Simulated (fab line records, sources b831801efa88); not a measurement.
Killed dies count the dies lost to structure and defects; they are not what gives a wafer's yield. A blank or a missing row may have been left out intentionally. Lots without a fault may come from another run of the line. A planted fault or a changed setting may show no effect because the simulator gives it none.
fab line records :: flow sky130
record
  lots=13
  wafers=39
  lastDay=50
route steps=708 shown POLY_GATE@205 LDD_HVN@271 LDD_HVP@285
lots that met no fault: taken from a fault-free run of the same line
startH: the number of hours between the record's first day and the start of the first shown wafer of the lot :: waitH: how many hours have passed since the lot's step before this one :: " as in the row above :: L1.1+2: a single row standing in for several wafers :: - no value present, or no start provided :: * or withheld: withheld :: < > ~ a bound
route shown NAME@n: NAME is a module with steps in the file, n the number in the route of the first one :: usual: average and standard deviation across the fault-free wafers :: same: alike in all rows :: chamber/n: place in a boat :: sites: per-site readings :: _std_site: their standard deviation :: _edge_site: outer sites' mean less inner sites' :: radiusMm: for every site, how far away it sits from the centre of the wafer :: mask NAME#n: copy n :: behind: the last tool/chamber to shape the wafer :: hold: cause of the lot's hold/its duration in hours/its outcome :: device: the transistor (n, p or np) that didn't switch :: end of line: tests of these same wafers at the route's end :: a step with no rows: only its recipe :: killed: the dies lost at the first sort to structure and to defects; this is not the yield of the wafer :: map: the dies of a wafer, with x for killed, . for not killed, _ for no die there
set.NAME: setting as actually run; set.NAME@STEP: the setting as run at that earlier step :: model.NAME: the simulator's own value behind a step, which no gauge read
steps of the route over a sample of lots; a table a step, a row a wafer
services: from which hour (startH, from the record's first day; less than 0 if before it) a tool's chamber was out of use, for how many hours, and why
## steps
# step SKY_POLY_GATE_THK_MEAS_01
# recipe
  reads=poly-Si_of_POLY_GATE_CVD_00
# usual
  POLY_GATE_CVD_00_THK=181.2/1.7
lot.wafer: L655.2
tool: filmMetro-01
chamber: -
startH: 345.63
waitH: 0.0
POLY_GATE_CVD_00_THK[nm]: 181.1

lot.wafer: L655.3
tool: filmMetro-01
chamber: -
startH: 345.63
waitH: 0.0
POLY_GATE_CVD_00_THK[nm]: 180.0

lot.wafer: L655.5
tool: filmMetro-01
chamber: -
startH: 345.63
waitH: 0.0
POLY_GATE_CVD_00_THK[nm]: 179.5

lot.wafer: L656.2
tool: filmMetro-04
chamber: -
startH: 345.64
waitH: 0.0
POLY_GATE_CVD_00_THK[nm]: 181.8

lot.wafer: L656.3
tool: filmMetro-04
chamber: -
startH: 345.64
waitH: 0.0
POLY_GATE_CVD_00_THK[nm]: 181.7

lot.wafer: L656.6
tool: filmMetro-04
chamber: -
startH: 345.64
waitH: 0.0
POLY_GATE_CVD_00_THK[nm]: 181.2

lot.wafer: L657.2
tool: filmMetro-03
chamber: -
startH: 345.69
waitH: 0.1
POLY_GATE_CVD_00_THK[nm]: 180.8

lot.wafer: L657.3
tool: filmMetro-03
chamber: -
startH: 345.69
waitH: 0.1
POLY_GATE_CVD_00_THK[nm]: 179.1

lot.wafer: L657.5
tool: filmMetro-03
chamber: -
startH: 345.69
waitH: 0.1
POLY_GATE_CVD_00_THK[nm]: 177.9

lot.wafer: L663.1
tool: filmMetro-03
chamber: -
startH: 379.49
waitH: 0.0
POLY_GATE_CVD_00_THK[nm]: 182.5

lot.wafer: L663.2
tool: filmMetro-03
chamber: -
startH: 379.49
waitH: 0.0
POLY_GATE_CVD_00_THK[nm]: 181.4

lot.wafer: L663.5
tool: filmMetro-03
chamber: -
startH: 379.49
waitH: 0.0
POLY_GATE_CVD_00_THK[nm]: 182.9

lot.wafer: L668.1
tool: filmMetro-01
chamber: -
startH: 418.57
waitH: 0.0
POLY_GATE_CVD_00_THK[nm]: 186.5

lot.wafer: L668.2
tool: filmMetro-01
chamber: -
startH: 418.57
waitH: 0.0
POLY_GATE_CVD_00_THK[nm]: 183.8

lot.wafer: L668.5
tool: filmMetro-01
chamber: -
startH: 418.57
waitH: 0.0
POLY_GATE_CVD_00_THK[nm]: 183.2

lot.wafer: L669.1
tool: filmMetro-04
chamber: -
startH: 424.51
waitH: 0.0
POLY_GATE_CVD_00_THK[nm]: 181.5

lot.wafer: L669.3
tool: filmMetro-04
chamber: -
startH: 424.51
waitH: 0.0
POLY_GATE_CVD_00_THK[nm]: 183.8

lot.wafer: L669.6
tool: filmMetro-04
chamber: -
startH: 424.51
waitH: 0.0
POLY_GATE_CVD_00_THK[nm]: 181.2

lot.wafer: L670.3
tool: filmMetro-04
chamber: -
startH: 434.39
waitH: 0.0
POLY_GATE_CVD_00_THK[nm]: 181.4

lot.wafer: L670.5
tool: filmMetro-04
chamber: -
startH: 434.39
waitH: 0.0
POLY_GATE_CVD_00_THK[nm]: 180.9

lot.wafer: L670.6
tool: filmMetro-04
chamber: -
startH: 434.39
waitH: 0.0
POLY_GATE_CVD_00_THK[nm]: 178.7

lot.wafer: L672.1
tool: filmMetro-01
chamber: -
startH: 455.87
waitH: 0.0
POLY_GATE_CVD_00_THK[nm]: 181.8

lot.wafer: L672.4
tool: filmMetro-01
chamber: -
startH: 455.87
waitH: 0.0
POLY_GATE_CVD_00_THK[nm]: 181.2

lot.wafer: L672.5
tool: filmMetro-01
chamber: -
startH: 455.87
waitH: 0.0
POLY_GATE_CVD_00_THK[nm]: 181.6

lot.wafer: L673.1
tool: filmMetro-04
chamber: -
startH: 469.92
waitH: 0.0
POLY_GATE_CVD_00_THK[nm]: 182.9

lot.wafer: L673.5
tool: filmMetro-04
chamber: -
startH: 469.92
waitH: 0.0
POLY_GATE_CVD_00_THK[nm]: 182.4

lot.wafer: L673.6
tool: filmMetro-04
chamber: -
startH: 469.92
waitH: 0.0
POLY_GATE_CVD_00_THK[nm]: 182.7

lot.wafer: L674.1
tool: filmMetro-01
chamber: -
startH: 473.68
waitH: 0.0
POLY_GATE_CVD_00_THK[nm]: 179.3

lot.wafer: L674.4
tool: filmMetro-01
chamber: -
startH: 473.68
waitH: 0.0
POLY_GATE_CVD_00_THK[nm]: 178.4

lot.wafer: L674.6
tool: filmMetro-01
chamber: -
startH: 473.68
waitH: 0.0
POLY_GATE_CVD_00_THK[nm]: 178.7

lot.wafer: L676.1
tool: filmMetro-04
chamber: -
startH: 492.24
waitH: 0.0
POLY_GATE_CVD_00_THK[nm]: 179.8

lot.wafer: L676.3
tool: filmMetro-04
chamber: -
startH: 492.24
waitH: 0.0
POLY_GATE_CVD_00_THK[nm]: 181.0

lot.wafer: L676.6
tool: filmMetro-04
chamber: -
startH: 492.24
waitH: 0.0
POLY_GATE_CVD_00_THK[nm]: 181.6

lot.wafer: L677.1
tool: filmMetro-01
chamber: -
startH: 495.33
waitH: 0.0
POLY_GATE_CVD_00_THK[nm]: 180.5

lot.wafer: L677.2
tool: filmMetro-01
chamber: -
startH: 495.33
waitH: 0.0
POLY_GATE_CVD_00_THK[nm]: 180.7

lot.wafer: L677.5
tool: filmMetro-01
chamber: -
startH: 495.33
waitH: 0.0
POLY_GATE_CVD_00_THK[nm]: 181.9

lot.wafer: L678.3
tool: filmMetro-01
chamber: -
startH: 505.66
waitH: 0.0
POLY_GATE_CVD_00_THK[nm]: 185.0

lot.wafer: L678.5
tool: filmMetro-01
chamber: -
startH: 505.66
waitH: 0.0
POLY_GATE_CVD_00_THK[nm]: 184.5

lot.wafer: L678.6
tool: filmMetro-01
chamber: -
startH: 505.66
waitH: 0.0
POLY_GATE_CVD_00_THK[nm]: 183.5
# step SKY_POLY_GATE_ETCH_15
# recipe
  chemistry=N2/H2
  target=BARC
  ionEnergyEv=200
  sourceW=500
  biasW=100
  pressureMtorr=30
  n2FlowSccm=100
  h2FlowSccm=200
  stopOn=SiO2
  timeS=118.5
  targetDepthA=1100
# usual
  drypumpMotorCurrentA=5.6/0.39
  h2FlowSccm=199.9/0.69
  oesProductAu=0.715/0.0047
  throttleValvePct=13.213/0.0099
lot.wafer: L655.2
tool: rieDiel-03
chamber: 1
startH: 404.75
waitH: 0.0
drypumpMotorCurrentA: 5.5
h2FlowSccm: 199.3
oesProductAu: 0.718
rfHoursCounterH: 52
throttleValvePct: 13.215

lot.wafer: L655.3
tool: rieDiel-03
chamber: 2
startH: 404.75
waitH: 0.0
drypumpMotorCurrentA: 5.7
h2FlowSccm: 199.5
oesProductAu: 0.710
rfHoursCounterH: 0
throttleValvePct: 13.202

lot.wafer: L655.5
tool: rieDiel-03
chamber: 0
startH: 404.75
waitH: 0.0
drypumpMotorCurrentA: 5.2
h2FlowSccm: 199.6
oesProductAu: 0.715
rfHoursCounterH: -
throttleValvePct: 13.229

lot.wafer: L656.2
tool: rieDiel-03
chamber: 3
startH: 405.55
waitH: 0.0
drypumpMotorCurrentA: 4.9
h2FlowSccm: 200.1
oesProductAu: 0.718
rfHoursCounterH: 54
throttleValvePct: 13.214

lot.wafer: L656.3
tool: rieDiel-03
chamber: 0
startH: 405.55
waitH: 0.0
drypumpMotorCurrentA: 5.1
h2FlowSccm: 200.2
oesProductAu: 0.721
rfHoursCounterH: 1
throttleValvePct: 13.212

lot.wafer: L656.6
tool: rieDiel-03
chamber: 1
startH: 405.55
waitH: 0.0
drypumpMotorCurrentA: 5.6
h2FlowSccm: 199.7
oesProductAu: 0.712
rfHoursCounterH: -
throttleValvePct: 13.222

lot.wafer: L657.2
tool: rieDiel-04
chamber: 0
startH: 406.16
waitH: 0.0
drypumpMotorCurrentA: 6.5
h2FlowSccm: 200.3
oesProductAu: 0.711
rfHoursCounterH: 2
throttleValvePct: 13.230

lot.wafer: L657.3
tool: rieDiel-04
chamber: 3
startH: 406.16
waitH: 0.0
drypumpMotorCurrentA: 5.8
h2FlowSccm: 199.4
oesProductAu: 0.715
rfHoursCounterH: 92
throttleValvePct: 13.206

lot.wafer: L657.5
tool: rieDiel-04
chamber: 2
startH: 406.16
waitH: 0.0
drypumpMotorCurrentA: 5.9
h2FlowSccm: 199.0
oesProductAu: 0.712
rfHoursCounterH: -
throttleValvePct: 13.207

lot.wafer: L663.1
tool: rieDiel-01
chamber: 2
startH: 443.46
waitH: 0.0
drypumpMotorCurrentA: 6.1
h2FlowSccm: 200.2
oesProductAu: 0.715
rfHoursCounterH: 76
throttleValvePct: 13.209

lot.wafer: L663.2
tool: rieDiel-01
chamber: 3
startH: 443.46
waitH: 0.0
drypumpMotorCurrentA: 5.4
h2FlowSccm: 201.0
oesProductAu: 0.716
rfHoursCounterH: 5
throttleValvePct: 13.216

lot.wafer: L663.5
tool: rieDiel-01
chamber: 3
startH: 443.46
waitH: 0.0
drypumpMotorCurrentA: 5.5
h2FlowSccm: 199.4
oesProductAu: 0.719
rfHoursCounterH: -
throttleValvePct: 13.209

lot.wafer: L668.1
tool: rieDiel-01
chamber: 1
startH: 481.41
waitH: 0.0
drypumpMotorCurrentA: 5.5
h2FlowSccm: 200.1
oesProductAu: 0.716
rfHoursCounterH: 6
throttleValvePct: 13.200

lot.wafer: L668.2
tool: rieDiel-01
chamber: 0
startH: 481.41
waitH: 0.0
drypumpMotorCurrentA: 5.8
h2FlowSccm: 200.4
oesProductAu: 0.713
rfHoursCounterH: 14
throttleValvePct: 13.215

lot.wafer: L668.5
tool: rieDiel-01
chamber: 3
startH: 481.41
waitH: 0.0
drypumpMotorCurrentA: 5.5
h2FlowSccm: 199.5
oesProductAu: 0.722
rfHoursCounterH: -
throttleValvePct: 13.203

lot.wafer: L669.1
tool: rieDiel-01
chamber: 2
startH: 488.35
waitH: 0.0
drypumpMotorCurrentA: 6.1
h2FlowSccm: 200.4
oesProductAu: 0.713
rfHoursCounterH: 77
throttleValvePct: 13.218

lot.wafer: L669.3
tool: rieDiel-01
chamber: 1
startH: 488.35
waitH: 0.0
drypumpMotorCurrentA: 5.5
h2FlowSccm: 199.5
oesProductAu: 0.718
rfHoursCounterH: 6
throttleValvePct: 13.205

lot.wafer: L669.6
tool: rieDiel-01
chamber: 3
startH: 488.35
waitH: 0.0
drypumpMotorCurrentA: 5.4
h2FlowSccm: 201.4
oesProductAu: 0.711
rfHoursCounterH: -
throttleValvePct: 13.228

lot.wafer: L670.3
tool: rieDiel-04
chamber: 3
startH: 497.76
waitH: 0.0
drypumpMotorCurrentA: 5.8
h2FlowSccm: 199.8
oesProductAu: 0.708
rfHoursCounterH: 94
throttleValvePct: 13.217

lot.wafer: L670.5
tool: rieDiel-04
chamber: 3
startH: 497.76
waitH: 0.0
drypumpMotorCurrentA: 5.8
h2FlowSccm: 198.9
oesProductAu: 0.714
rfHoursCounterH: -
throttleValvePct: 13.214

lot.wafer: L670.6
tool: rieDiel-04
chamber: 0
startH: 497.76
waitH: 0.0
drypumpMotorCurrentA: 6.5
h2FlowSccm: 200.2
oesProductAu: 0.711
rfHoursCounterH: -
throttleValvePct: 13.217

lot.wafer: L672.1
tool: rieDiel-04
chamber: 0
startH: 518.76
waitH: 0.0
drypumpMotorCurrentA: 6.5
h2FlowSccm: 198.5
oesProductAu: 0.710
rfHoursCounterH: 5
throttleValvePct: 13.210

lot.wafer: L672.4
tool: rieDiel-04
chamber: 1
startH: 518.76
waitH: 0.0
drypumpMotorCurrentA: 5.5
h2FlowSccm: 201.2
oesProductAu: 0.719
rfHoursCounterH: -
throttleValvePct: 13.221

lot.wafer: L672.5
tool: rieDiel-04
chamber: 0
startH: 518.76
waitH: 0.0
drypumpMotorCurrentA: 6.5
h2FlowSccm: 198.7
oesProductAu: 0.717
rfHoursCounterH: -
throttleValvePct: 13.213

lot.wafer: L673.1
tool: rieDiel-01
chamber: 3
startH: 533.46
waitH: 0.0
drypumpMotorCurrentA: 5.5
h2FlowSccm: 201.4
oesProductAu: 0.717
rfHoursCounterH: 7
throttleValvePct: 13.203

lot.wafer: L673.5
tool: rieDiel-01
chamber: 0
startH: 533.46
waitH: 0.0
drypumpMotorCurrentA: 5.8
h2FlowSccm: 200.4
oesProductAu: 0.723
rfHoursCounterH: -
throttleValvePct: 13.209

lot.wafer: L673.6
tool: rieDiel-01
chamber: 3
startH: 533.46
waitH: 0.0
drypumpMotorCurrentA: 5.5
h2FlowSccm: 200.2
oesProductAu: 0.717
rfHoursCounterH: -
throttleValvePct: 13.217

lot.wafer: L674.1
tool: rieDiel-03
chamber: 2
startH: 536.31
waitH: 0.0
drypumpMotorCurrentA: 5.7
h2FlowSccm: 199.8
oesProductAu: 0.722
rfHoursCounterH: 2
throttleValvePct: 13.215

lot.wafer: L674.4
tool: rieDiel-03
chamber: 0
startH: 536.31
waitH: 0.0
drypumpMotorCurrentA: 5.1
h2FlowSccm: 199.1
oesProductAu: 0.722
rfHoursCounterH: 3
throttleValvePct: 13.194

lot.wafer: L674.6
tool: rieDiel-03
chamber: 3
startH: 536.31
waitH: 0.0
drypumpMotorCurrentA: 5.0
h2FlowSccm: 198.9
oesProductAu: 0.720
rfHoursCounterH: -
throttleValvePct: 13.212

lot.wafer: L676.1
tool: rieDiel-03
chamber: 2
startH: 554.45
waitH: 0.0
drypumpMotorCurrentA: 5.6
h2FlowSccm: 200.0
oesProductAu: 0.721
rfHoursCounterH: 3
throttleValvePct: 13.204

lot.wafer: L676.3
tool: rieDiel-03
chamber: 1
startH: 554.45
waitH: 0.0
drypumpMotorCurrentA: 5.6
h2FlowSccm: 199.5
oesProductAu: 0.721
rfHoursCounterH: 55
throttleValvePct: 13.230

lot.wafer: L676.6
tool: rieDiel-03
chamber: 2
startH: 554.45
waitH: 0.0
drypumpMotorCurrentA: 5.6
h2FlowSccm: 200.6
oesProductAu: 0.716
rfHoursCounterH: -
throttleValvePct: 13.208

lot.wafer: L677.1
tool: rieDiel-01
chamber: 1
startH: 557.75
waitH: 0.0
drypumpMotorCurrentA: 5.5
h2FlowSccm: 201.4
oesProductAu: 0.710
rfHoursCounterH: 7
throttleValvePct: 13.233

lot.wafer: L677.2
tool: rieDiel-01
chamber: 2
startH: 557.75
waitH: 0.0
drypumpMotorCurrentA: 6.1
h2FlowSccm: 200.4
oesProductAu: 0.708
rfHoursCounterH: 78
throttleValvePct: 13.210

lot.wafer: L677.5
tool: rieDiel-01
chamber: 2
startH: 557.75
waitH: 0.0
drypumpMotorCurrentA: 6.1
h2FlowSccm: 200.3
oesProductAu: 0.714
rfHoursCounterH: -
throttleValvePct: 13.224

lot.wafer: L678.3
tool: rieDiel-03
chamber: 2
startH: 568.41
waitH: 0.0
drypumpMotorCurrentA: 5.6
h2FlowSccm: 199.2
oesProductAu: 0.715
rfHoursCounterH: 3
throttleValvePct: 13.213

lot.wafer: L678.5
tool: rieDiel-03
chamber: 3
startH: 568.41
waitH: 0.0
drypumpMotorCurrentA: 5.0
h2FlowSccm: 200.7
oesProductAu: 0.712
rfHoursCounterH: -
throttleValvePct: 13.212

lot.wafer: L678.6
tool: rieDiel-03
chamber: 0
startH: 568.41
waitH: 0.0
drypumpMotorCurrentA: 5.1
h2FlowSccm: 200.5
oesProductAu: 0.704
rfHoursCounterH: -
throttleValvePct: 13.213
# step SKY_LDD_HVN_EXPOSE_04
# recipe
  maskId=HVNTM
  na=0.6
  sourceShape=conventional
  sigmaOuter=0.6
  polarization=unpolarized
  targetCdNm=700
  doseMj=127
lot.wafer: L655.2+3+5
tool: ilineStepper-01
chamber: 0
startH: 482.76
waitH: -
mask: HVNTM#0

lot.wafer: L656.2+3+6
tool: ilineStepper-01
chamber: 0
startH: 486.06
waitH: -
mask: HVNTM#0

lot.wafer: L657.2+3+5
tool: ilineStepper-02
chamber: 0
startH: 486.79
waitH: -
mask: HVNTM_R1#0

lot.wafer: L663.1+2+5
tool: ilineStepper-01
chamber: 0
startH: 523.47
waitH: -
mask: HVNTM#0

lot.wafer: L668.1+2+5
tool: ilineStepper-02
chamber: 0
startH: 560.52
waitH: -
mask: HVNTM#0

lot.wafer: L669.1+3+6
tool: ilineStepper-02
chamber: 0
startH: 566.19
waitH: -
mask: HVNTM#0

lot.wafer: L670.3+5+6
tool: ilineStepper-02
chamber: 0
startH: 575.99
waitH: -
mask: HVNTM#0

lot.wafer: L672.1+4+5
tool: ilineStepper-02
chamber: 0
startH: 596.39
waitH: -
mask: HVNTM#0

lot.wafer: L673.1+5+6
tool: ilineStepper-02
chamber: 0
startH: 613.09
waitH: -
mask: HVNTM#0

lot.wafer: L674.1+4+6
tool: ilineStepper-02
chamber: 0
startH: 613.77
waitH: -
mask: HVNTM#0

lot.wafer: L676.1+3+6
tool: ilineStepper-02
chamber: 0
startH: 630.32
waitH: -
mask: HVNTM#0

lot.wafer: L677.1+2+5
tool: ilineStepper-01
chamber: 0
startH: 634.72
waitH: -
mask: HVNTM#0

lot.wafer: L678.3+5+6
tool: ilineStepper-01
chamber: 0
startH: 644.68
waitH: -
mask: HVNTM#0
# step SKY_LDD_HVP_OVL_MEAS_07
# usual
  LDD_HVP_OVL=-0.5/1.3
lot.wafer: L655.2
tool: overlay-01
chamber: -
startH: 528.15
waitH: 0.1
LDD_HVP_OVL[nm]: -1.1

lot.wafer: L655.3
tool: overlay-01
chamber: -
startH: 528.15
waitH: 0.1
LDD_HVP_OVL[nm]: 0.2

lot.wafer: L655.5
tool: overlay-01
chamber: -
startH: 528.15
waitH: 0.1
LDD_HVP_OVL[nm]: 1.5

lot.wafer: L656.2
tool: overlay-01
chamber: -
startH: 531.50
waitH: 0.1
LDD_HVP_OVL[nm]: -0.7

lot.wafer: L656.3
tool: overlay-01
chamber: -
startH: 531.50
waitH: 0.1
LDD_HVP_OVL[nm]: -2.3

lot.wafer: L656.6
tool: overlay-01
chamber: -
startH: 531.50
waitH: 0.1
LDD_HVP_OVL[nm]: -1.8

lot.wafer: L657.2
tool: overlay-01
chamber: -
startH: 531.80
waitH: 0.1
LDD_HVP_OVL[nm]: 0.8

lot.wafer: L657.3
tool: overlay-01
chamber: -
startH: 531.80
waitH: 0.1
LDD_HVP_OVL[nm]: -0.6

lot.wafer: L657.5
tool: overlay-01
chamber: -
startH: 531.80
waitH: 0.1
LDD_HVP_OVL[nm]: -0.5

lot.wafer: L663.1
tool: overlay-01
chamber: -
startH: 567.19
waitH: 0.1
LDD_HVP_OVL[nm]: -2.9

lot.wafer: L663.2
tool: overlay-01
chamber: -
startH: 567.19
waitH: 0.1
LDD_HVP_OVL[nm]: -0.7

lot.wafer: L663.5
tool: overlay-01
chamber: -
startH: 567.19
waitH: 0.1
LDD_HVP_OVL[nm]: -2.2

lot.wafer: L668.1
tool: overlay-01
chamber: -
startH: 603.44
waitH: 0.1
LDD_HVP_OVL[nm]: -2.4

lot.wafer: L668.2
tool: overlay-01
chamber: -
startH: 603.44
waitH: 0.1
LDD_HVP_OVL[nm]: -2.6

lot.wafer: L668.5
tool: overlay-01
chamber: -
startH: 603.44
waitH: 0.1
LDD_HVP_OVL[nm]: -1.2

lot.wafer: L669.1
tool: overlay-02
chamber: -
startH: 610.64
waitH: 0.1
LDD_HVP_OVL[nm]: -1.8

lot.wafer: L669.3
tool: overlay-02
chamber: -
startH: 610.64
waitH: 0.1
LDD_HVP_OVL[nm]: -1.4

lot.wafer: L669.6
tool: overlay-02
chamber: -
startH: 610.64
waitH: 0.1
LDD_HVP_OVL[nm]: -0.2

lot.wafer: L670.3
tool: overlay-01
chamber: -
startH: 619.46
waitH: 0.1
LDD_HVP_OVL[nm]: -0.3

lot.wafer: L670.5
tool: overlay-01
chamber: -
startH: 619.46
waitH: 0.1
LDD_HVP_OVL[nm]: -1.3

lot.wafer: L670.6
tool: overlay-01
chamber: -
startH: 619.46
waitH: 0.1
LDD_HVP_OVL[nm]: -2.9

lot.wafer: L672.1
tool: overlay-02
chamber: -
startH: 640.29
waitH: 0.1
LDD_HVP_OVL[nm]: -1.4

lot.wafer: L672.4
tool: overlay-02
chamber: -
startH: 640.29
waitH: 0.1
LDD_HVP_OVL[nm]: -0.4

lot.wafer: L672.5
tool: overlay-02
chamber: -
startH: 640.29
waitH: 0.1
LDD_HVP_OVL[nm]: -0.9

lot.wafer: L673.1
tool: overlay-02
chamber: -
startH: 655.54
waitH: 0.1
LDD_HVP_OVL[nm]: -0.6

lot.wafer: L673.5
tool: overlay-02
chamber: -
startH: 655.54
waitH: 0.1
LDD_HVP_OVL[nm]: -0.7

lot.wafer: L673.6
tool: overlay-02
chamber: -
startH: 655.54
waitH: 0.1
LDD_HVP_OVL[nm]: 2.0

lot.wafer: L674.1
tool: overlay-02
chamber: -
startH: 655.94
waitH: 0.1
LDD_HVP_OVL[nm]: 0.1

lot.wafer: L674.4
tool: overlay-02
chamber: -
startH: 655.94
waitH: 0.1
LDD_HVP_OVL[nm]: -1.2

lot.wafer: L674.6
tool: overlay-02
chamber: -
startH: 655.94
waitH: 0.1
LDD_HVP_OVL[nm]: -0.8

lot.wafer: L676.1
tool: overlay-01
chamber: -
startH: 672.75
waitH: 0.1
LDD_HVP_OVL[nm]: -2.4

lot.wafer: L676.3
tool: overlay-01
chamber: -
startH: 672.75
waitH: 0.1
LDD_HVP_OVL[nm]: 0.5

lot.wafer: L676.6
tool: overlay-01
chamber: -
startH: 672.75
waitH: 0.1
LDD_HVP_OVL[nm]: 0.7

lot.wafer: L677.1
tool: overlay-01
chamber: -
startH: 677.64
waitH: 0.1
LDD_HVP_OVL[nm]: -0.5

lot.wafer: L677.2
tool: overlay-01
chamber: -
startH: 677.64
waitH: 0.1
LDD_HVP_OVL[nm]: -1.8

lot.wafer: L677.5
tool: overlay-01
chamber: -
startH: 677.64
waitH: 0.1
LDD_HVP_OVL[nm]: -3.2

lot.wafer: L678.3
tool: overlay-02
chamber: -
startH: 686.21
waitH: 0.1
LDD_HVP_OVL[nm]: -0.4

lot.wafer: L678.5
tool: overlay-02
chamber: -
startH: 686.21
waitH: 0.1
LDD_HVP_OVL[nm]: 0.1

lot.wafer: L678.6
tool: overlay-02
chamber: -
startH: 686.21
waitH: 0.1
LDD_HVP_OVL[nm]: -1.0
## services
tool: ilineStepper-02
chamber: -
startH: 412.20
hours: 1.7
kind: pm

tool: ilineStepper-01
chamber: -
startH: 416.11
hours: 3.1
kind: repair

tool: ilineStepper-02
chamber: 0
startH: 421.81
hours: -
kind: calibration

tool: rieDiel-04
chamber: 2
startH: 438.07
hours: 3.8
kind: repair

tool: ilineStepper-01
chamber: -
startH: 441.64
hours: 2.1
kind: pm

tool: ilineStepper-01
chamber: -
startH: 443.72
hours: -
kind: consumableReplace:lamp

tool: ilineStepper-01
chamber: -
startH: 462.93
hours: 1.7
kind: pm

tool: rieDiel-04
chamber: 2
startH: 467.80
hours: -
kind: clean

tool: rieDiel-04
chamber: 2
startH: 467.80
hours: 39.1
kind: scheduledDown

tool: rieDiel-04
chamber: 2
startH: 467.80
hours: 39.1
kind: ventCycle

tool: rieDiel-04
chamber: 0
startH: 479.78
hours: 6.4
kind: repair

tool: ilineStepper-01
chamber: -
startH: 488.05
hours: 4.4
kind: pm

tool: ilineStepper-01
chamber: 0
startH: 489.32
hours: -
kind: calibration

tool: rieDiel-04
chamber: 3
startH: 506.95
hours: -
kind: clean

tool: rieDiel-03
chamber: 1
startH: 521.79
hours: 10.9
kind: repair

tool: ilineStepper-02
chamber: -
startH: 543.63
hours: 7.0
kind: repair

tool: rieDiel-01
chamber: 2
startH: 580.70
hours: -
kind: clean

tool: rieDiel-01
chamber: 2
startH: 580.70
hours: 18.4
kind: scheduledDown

tool: rieDiel-01
chamber: 2
startH: 580.70
hours: 18.4
kind: ventCycle

tool: ilineStepper-01
chamber: -
startH: 592.29
hours: 6.6
kind: repair

tool: rieDiel-01
chamber: -
startH: 595.71
hours: 14.6
kind: pm

tool: rieDiel-03
chamber: -
startH: 604.67
hours: 2.8
kind: pm

tool: ilineStepper-02
chamber: -
startH: 630.43
hours: 1.7
kind: pm

tool: ilineStepper-02
chamber: 0
startH: 630.95
hours: -
kind: calibration
## key
firstSign
  step=SKY_LDD_HVN_EXPOSE_04
  reading=mask
  direction=changed
effect none on later readings
metAt SKY_LDD_HVN_EXPOSE_04
struckLots L657
sortLeftOut L657.2,L657.3,L657.5
testerLeftOut L657
notActingAt SKY_POLY_GATE_THK_MEAS_01,SKY_POLY_GATE_ETCH_15,SKY_LDD_HVP_OVL_MEAS_07
fault
  kind=wrongMask
  tool=any
  chamber=-
  onsetH=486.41
  steps=SKY_LDD_HVN_EXPOSE_04
  auxCopy=HVNTM_R1#0
  cdOffsetNm=105
  scope=struckLotsOnly
# testerLeftOut: of these lots the tester's yield and bins aren't shown, on N5 and GAA mostly nor the transistor test; their killed dies are dies lost to structure and defects alone, not to doping, threshold or leakage, so they don't give the yield
# sortLeftOut: the simulated sort isn't trusted on such a fault, so these wafers' sort isn't shown, and their yield isn't known
